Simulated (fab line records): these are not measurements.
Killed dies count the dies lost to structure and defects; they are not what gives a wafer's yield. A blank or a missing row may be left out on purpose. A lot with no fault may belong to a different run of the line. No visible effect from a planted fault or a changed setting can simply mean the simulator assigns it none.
Which of the tools did it? :: flow gf180mcu :: Sampling: 14 lots, 42 wafers, 3 of 602 route steps

== WHAT THE GAUGES SHOWED, per wafer ==
GF_M4_CD_MEAS_14: the cd target is 280 nm.
lot: L922
measured: day 23 11:56
on: cd-sem-01
cd-nm (nm): 280.5 279.6 280.5

lot: L923
measured: day 24 00:39
on: cd-sem-01
cd-nm (nm): 279.1 277.6 278.5

lot: L924
measured: day 24 11:10
on: cd-sem-01
cd-nm (nm): 281.5 281.1 282.9

lot: L925
measured: day 24 15:39
on: cd-sem-01
cd-nm (nm): 281.5 280.9 280.6

lot: L926
measured: day 24 17:52
on: cd-sem-02
cd-nm (nm): 283.0 282.2 282.6

lot: L929
measured: day 25 21:45
on: cd-sem-02
cd-nm (nm): 279.3 280.6 279.1

lot: L930
measured: day 26 04:10
on: cd-sem-02
cd-nm (nm): 281.7 281.9 281.9

lot: L931
measured: day 26 15:19
on: cd-sem-01
cd-nm (nm): 280.0 280.5 281.9

lot: L932
measured: day 27 01:25
on: cd-sem-01
cd-nm (nm): 278.5 277.3 279.4

lot: L933
measured: day 27 06:57
on: cd-sem-02
cd-nm (nm): 278.7 278.9 279.0

lot: L934
measured: day 27 16:19
on: cd-sem-02
cd-nm (nm): 278.9 279.7 279.7

lot: L939
measured: day 28 22:13
on: cd-sem-01
cd-nm (nm): 279.6 279.7 280.4

lot: L940
measured: day 29 02:28
on: cd-sem-02
cd-nm (nm): 282.6 282.4 281.2

lot: L942
measured: day 29 20:55
on: cd-sem-02
cd-nm (nm): 280.6 281.6 280.5

GF_M4_OVL_MEAS_15.
lot: L922
measured: day 23 12:00
on: overlay-01
M4_OVL (nm): 5 2 5

lot: L923
measured: day 24 00:46
on: overlay-01
M4_OVL (nm): 5 2 2

lot: L924
measured: day 24 11:15
on: overlay-02
M4_OVL (nm): -2 -6 -1

lot: L925
measured: day 24 15:46
on: overlay-02
M4_OVL (nm): 5 6 6

lot: L926
measured: day 24 17:59
on: overlay-01
M4_OVL (nm): -4 -4 -2

lot: L929
measured: day 25 21:52
on: overlay-01
M4_OVL (nm): 10 7 8

lot: L930
measured: day 26 04:17
on: overlay-02
M4_OVL (nm): 8 9 6

lot: L931
measured: day 26 15:26
on: overlay-01
M4_OVL (nm): -1 4 8

lot: L932
measured: day 27 01:32
on: overlay-01
M4_OVL (nm): -2 -4 -5

lot: L933
measured: day 27 07:04
on: overlay-01
M4_OVL (nm): 3 2 -2

lot: L934
measured: day 27 16:26
on: overlay-02
M4_OVL (nm): -1 -5 10

lot: L939
measured: day 28 22:20
on: overlay-02
M4_OVL (nm): -2 -1 -4

lot: L940
measured: day 29 02:35
on: overlay-01
M4_OVL (nm): 8 0 6

lot: L942
measured: day 29 21:02
on: overlay-02
M4_OVL (nm): 1 10 7

== WHAT TOOL EACH LOT RAN ON (gives the tool, then ch and the chambers of the sampled wafers, and finally the start) ==
lot: L922
GF_M4_SPUTTER_01: pvd-sputter-02, day 22 13:57

lot: L923
GF_M4_SPUTTER_01: pvd-sputter-02, day 23 01:53

lot: L924
GF_M4_SPUTTER_01: pvd-sputter-04, day 23 12:20

lot: L925
GF_M4_SPUTTER_01: pvd-sputter-01, day 23 17:41

lot: L926
GF_M4_SPUTTER_01: pvd-sputter-04, day 23 19:35

lot: L929
GF_M4_SPUTTER_01: pvd-sputter-04, day 25 00:24

lot: L930
GF_M4_SPUTTER_01: pvd-sputter-02, day 25 07:37

lot: L931
GF_M4_SPUTTER_01: pvd-sputter-04, day 25 18:37

lot: L932
GF_M4_SPUTTER_01: pvd-sputter-01, day 26 04:48

lot: L933
GF_M4_SPUTTER_01: pvd-sputter-02, day 26 10:46

lot: L934
GF_M4_SPUTTER_01: pvd-sputter-01, day 26 20:24

lot: L939
GF_M4_SPUTTER_01: pvd-sputter-02, day 28 02:42

lot: L940
GF_M4_SPUTTER_01: pvd-sputter-04, day 28 06:47

lot: L942
GF_M4_SPUTTER_01: pvd-sputter-04, day 29 01:29
- GF_M4_SPUTTER_01: material TiN, target thk 30 nm, time 25 s.

== AS READ BY THE TOOLS THEMSELVES (means over the sampled wafers that have a number; for cases with no such wafer, the mark the record gives instead) ==
GF_M4_SPUTTER_01.
lot: L922
tool: pvd-sputter-02
throttle-valve-pct (%): 29.5

lot: L923
tool: pvd-sputter-02
throttle-valve-pct (%): 31.2

lot: L924
tool: pvd-sputter-04
throttle-valve-pct (%): 29.5

lot: L925
tool: pvd-sputter-01
throttle-valve-pct (%): 30.2

lot: L926
tool: pvd-sputter-04
throttle-valve-pct (%): 29.4

lot: L929
tool: pvd-sputter-04
throttle-valve-pct (%): 29.5

lot: L930
tool: pvd-sputter-02
throttle-valve-pct (%): 31.6

lot: L931
tool: pvd-sputter-04
throttle-valve-pct (%): 29.6

lot: L932
tool: pvd-sputter-01
throttle-valve-pct (%): 30.7

lot: L933
tool: pvd-sputter-02
throttle-valve-pct (%): 29.7

lot: L934
tool: pvd-sputter-01
throttle-valve-pct (%): 30.9

lot: L939
tool: pvd-sputter-02
throttle-valve-pct (%): 31.2

lot: L940
tool: pvd-sputter-04
throttle-valve-pct (%): 29.5

lot: L942
tool: pvd-sputter-04
throttle-valve-pct (%): 29.1

== THE ANSWER, worked out from the rows above alone ==
Rule: what is usual is taken from the lots themselves. Put in order of their means at a reading, lots are off if they are a third of the lots or fewer, leave a main group of 4 or more, and stand apart from it by a gap of 3 or more times the standard deviation of the main group's means; of several such gaps the widest counts. The tables above print the reading to a certain number of digits; a main group whose means all agree to those digits is not used. Also off: a lot with no number at a reading for which 4 or more lots have one. The other lots that the step has rows for count as sound. After the gauges, taken in route order, come the tools' own readings; for these a lot's mean is taken, as printed above. The first step at which some lot is off is used, and at that step the reading that is off furthest; a lot without a number counts as furthest.
None of the lots is off at any reading shown; this tells nothing.

== WHAT HAD BEEN PUT IN BY THE SIMULATOR ==
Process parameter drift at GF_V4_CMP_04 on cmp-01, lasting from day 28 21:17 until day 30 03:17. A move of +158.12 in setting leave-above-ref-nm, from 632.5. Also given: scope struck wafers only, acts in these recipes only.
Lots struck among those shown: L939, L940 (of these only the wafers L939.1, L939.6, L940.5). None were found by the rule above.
